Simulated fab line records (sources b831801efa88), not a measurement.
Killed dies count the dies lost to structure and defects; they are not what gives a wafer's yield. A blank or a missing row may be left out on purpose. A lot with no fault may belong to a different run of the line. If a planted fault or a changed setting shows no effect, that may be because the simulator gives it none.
Which tool is to blame? + flow gf180mcu + 10 lots, 30 wafers sampled, at 5 steps of a route of 602

## WHAT EACH GAUGE READ, for each wafer
GF_V3_THK_MEAS_03.
| lot  | measured     | on           | V3_CVD_02_THK (nm)      |
|------|--------------|--------------|-------------------------|
| L844 | day 21 16:50 | filmMetro-01 | 851 848 848             |
| L846 | day 22 17:59 | filmMetro-04 | 836 859 863             |
| L849 | day 23 20:15 | filmMetro-01 | 858 841 864             |
| L847 | day 23 21:08 | filmMetro-01 | 850 855 852             |
| L852 | day 24 22:55 | filmMetro-01 | 829 842 856             |
| L856 | day 26 14:13 | filmMetro-03 | 836 834 526 836 833 525 |
| L861 | day 28 07:28 | filmMetro-01 | 847 841 866             |
| L862 | day 28 07:56 | filmMetro-01 | 833 847 869             |
| L863 | day 28 15:28 | filmMetro-04 | 836 829 817             |
| L864 | day 28 17:49 | filmMetro-01 | 849 847 845             |

## EACH LOT AND THE TOOL THAT RAN IT (in order: tool; ch and the chambers of the sampled wafers; start)
| lot  | GF_V2_STRIP_18                      | GF_V2_SPUTTER_22            | GF_M3_SPUTTER_00            | GF_V3_CVD_02                    |
|------|-------------------------------------|-----------------------------|-----------------------------|---------------------------------|
| L844 | plasmaAsher-01 ch 0,1, day 20 14:16 | pvdSputter-02, day 20 14:52 | pvdSputter-03, day 20 15:29 | pecvd-01 ch 0,1,2, day 21 16:46 |
| L846 | plasmaAsher-01 ch 0,1, day 21 15:35 | pvdSputter-03, day 21 16:11 | pvdSputter-01, day 21 16:49 | pecvd-01 ch 0,1,2, day 22 17:54 |
| L849 | plasmaAsher-03 ch 0,1, day 22 18:53 | pvdSputter-02, day 22 19:29 | pvdSputter-03, day 22 20:07 | pecvd-04 ch 1,2, day 23 20:11   |
| L847 | plasmaAsher-01 ch 0,1, day 22 21:02 | pvdSputter-04, day 22 21:38 | pvdSputter-01, day 22 22:15 | pecvd-03 ch 0,1,2, day 23 21:05 |
| L852 | plasmaAsher-03 ch 0,1, day 23 22:00 | pvdSputter-04, day 23 22:36 | pvdSputter-01, day 23 23:14 | pecvd-01 ch 0,1, day 24 22:50   |
| L856 | plasmaAsher-02 ch 1, day 25 14:57   | pvdSputter-04, day 25 15:33 | pvdSputter-01, day 25 16:11 | pecvd-01 ch 0,1,2, day 26 14:09 |
| L861 | plasmaAsher-03 ch 0,1, day 27 09:06 | pvdSputter-04, day 27 09:42 | pvdSputter-01, day 27 11:05 | pecvd-04 ch 0,1,2, day 28 07:23 |
| L862 | plasmaAsher-02 ch 0,1, day 27 09:19 | pvdSputter-03, day 27 09:52 | pvdSputter-02, day 27 11:23 | pecvd-03 ch 0,1, day 28 07:51   |
| L863 | plasmaAsher-03 ch 0,1, day 27 17:30 | pvdSputter-04, day 27 18:26 | pvdSputter-02, day 27 19:04 | pecvd-03 ch 0,1,2, day 28 15:24 |
| L864 | plasmaAsher-02 ch 0,1, day 27 19:35 | pvdSputter-03, day 27 20:10 | pvdSputter-01, day 27 20:49 | pecvd-04 ch 0,1,2, day 28 17:45 |
- GF_V2_STRIP_18: strips in O2/N2.
- GF_V2_SPUTTER_22: material TiN, target thk 10 nm, time 40 s.
- GF_M3_SPUTTER_00: material Ti, target thk 37.5 nm, time 150 s.
- GF_V3_CVD_02: deposits SiO2 from TEOS, target thk 850 nm, time 94.851 s.

## WHAT THE TOOLS THEMSELVES READ (means of the sampled wafers that have a number; where no wafer has one, the mark that the record gives instead)
GF_V2_STRIP_18.
| lot  | tool           | chamberPressureMTorr (mTorr) | drypumpMotorCurrentA (A) | heaterPowerW (W) | oesProductAu (a.u.) |
|------|----------------|------------------------------|--------------------------|------------------|---------------------|
| L844 | plasmaAsher-01 | 1499.6                       | 5.5                      | 314              | 0.591               |
| L846 | plasmaAsher-01 | 1498.2                       | 5.5                      | 319              | 0.594               |
| L849 | plasmaAsher-03 | 1499.9                       | 5.8                      | 362              | 0.594               |
| L847 | plasmaAsher-01 | 1500.1                       | 5.5                      | 316              | 0.594               |
| L852 | plasmaAsher-03 | 1501.2                       | 5.6                      | 339              | 0.592               |
| L856 | plasmaAsher-02 | 1500.0                       | 5.1                      | 338              | 0.588               |
| L861 | plasmaAsher-03 | 1500.7                       | 5.6                      | 343              | 0.598               |
| L862 | plasmaAsher-02 | 1500.3                       | 5.4                      | 346              | 0.596               |
| L863 | plasmaAsher-03 | 1500.5                       | 5.7                      | 340              | 0.592               |
| L864 | plasmaAsher-02 | 1499.2                       | 5.4                      | 347              | 0.592               |

GF_V2_SPUTTER_22.
| lot  | tool          | cathodeDcPowerW (W) | throttleValvePct (%) |
|------|---------------|---------------------|----------------------|
| L844 | pvdSputter-02 | 4000.0              | 30.3                 |
| L846 | pvdSputter-03 | 4000.2              | 28.9                 |
| L849 | pvdSputter-02 | 4000.4              | 30.6                 |
| L847 | pvdSputter-04 | 4000.0              | 29.4                 |
| L852 | pvdSputter-04 | 3999.8              | 29.8                 |
| L856 | pvdSputter-04 | 3999.9              | 30.6                 |
| L861 | pvdSputter-04 | 4000.4              | 28.7                 |
| L862 | pvdSputter-03 | 3999.9              | 29.5                 |
| L863 | pvdSputter-04 | 3999.4              | 29.4                 |
| L864 | pvdSputter-03 | 3999.6              | 29.5                 |

GF_M3_SPUTTER_00.
| lot  | tool          | cathodeDcPowerW (W) | throttleValvePct (%) |
|------|---------------|---------------------|----------------------|
| L844 | pvdSputter-03 | 4000.6              | 29.6                 |
| L846 | pvdSputter-01 | 4000.2              | 31.0                 |
| L849 | pvdSputter-03 | 4000.5              | 29.5                 |
| L847 | pvdSputter-01 | 3999.7              | 30.9                 |
| L852 | pvdSputter-01 | 4000.5              | 30.7                 |
| L856 | pvdSputter-01 | 4000.4              | 30.1                 |
| L861 | pvdSputter-01 | 3999.4              | 30.8                 |
| L862 | pvdSputter-02 | 3999.5              | 30.6                 |
| L863 | pvdSputter-02 | 3999.7              | 30.6                 |
| L864 | pvdSputter-01 | 3999.7              | 30.9                 |

GF_V3_CVD_02.
| lot  | tool     | heaterPowerW (W) | runLengthS (s) |
|------|----------|------------------|----------------|
| L844 | pecvd-01 | 687              | 122.4          |
| L846 | pecvd-01 | 722              | 122.9          |
| L849 | pecvd-04 | 810              | 122.7          |
| L847 | pecvd-03 | 649              | 122.2          |
| L852 | pecvd-01 | 717              | 122.8          |
| L856 | pecvd-01 | 699              | 110.9          |
| L861 | pecvd-04 | 707              | 122.5          |
| L862 | pecvd-03 | 659              | 121.6          |
| L863 | pecvd-03 | 603              | 121.8          |
| L864 | pecvd-04 | 671              | 122.5          |

## THE ANSWER, worked out from the rows above alone
Rule: usual is defined by the lots themselves. The widest of any qualifying gaps counts: lots, ordered by their means at a reading, are off when they make up no more than a third of the lots, leave a main group of 4 or more, and stand apart from it by 3 or more times the standard deviation of that group's means. A main group whose means are all the same, to the digits that the tables above print for the reading, isn't used. A lot without any number at a reading at which 4 lots or more have one is off too. Where the step has rows for the other lots, those lots are counted as sound. After the gauges, taken in route order, come the tools' own readings; for these a lot's mean is taken, as printed above. At the first step where some lot is off, the reading lying furthest off is the one used; lots without a number count as furthest.
Off: L856, at GF_V3_THK_MEAS_03 (V3_CVD_02_THK). For the main group the mean is 847 nm and the standard deviation 7.8.
A tool fits if, at a process step before that reading, it ran every lot that is off, and no sound lot after the first of them. Not tried: the gauges at GF_V3_THK_MEAS_03; whatever is off there is also off at GF_M3_SPUTTER_00, on other tools, and gauge error can't account for it. One fits: GF_V3_CVD_02 on pecvd-01. Its last sound lot is L852 (day 24 22:50), its first lot that is off L856 (day 26 14:09): a fault that began between those two fits.
The tool's own readings at GF_V3_CVD_02 bear it out: on the lots that are off they differ by more than 5 times the standard deviation of the sound lots' means. runLengthS reads 110.9 s there against 122.4 s on the sound lots.

## WHAT THE SIMULATOR HAD INSERTED
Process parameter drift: pecvd-01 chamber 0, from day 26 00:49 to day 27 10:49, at GF_V3_CVD_02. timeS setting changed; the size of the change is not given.
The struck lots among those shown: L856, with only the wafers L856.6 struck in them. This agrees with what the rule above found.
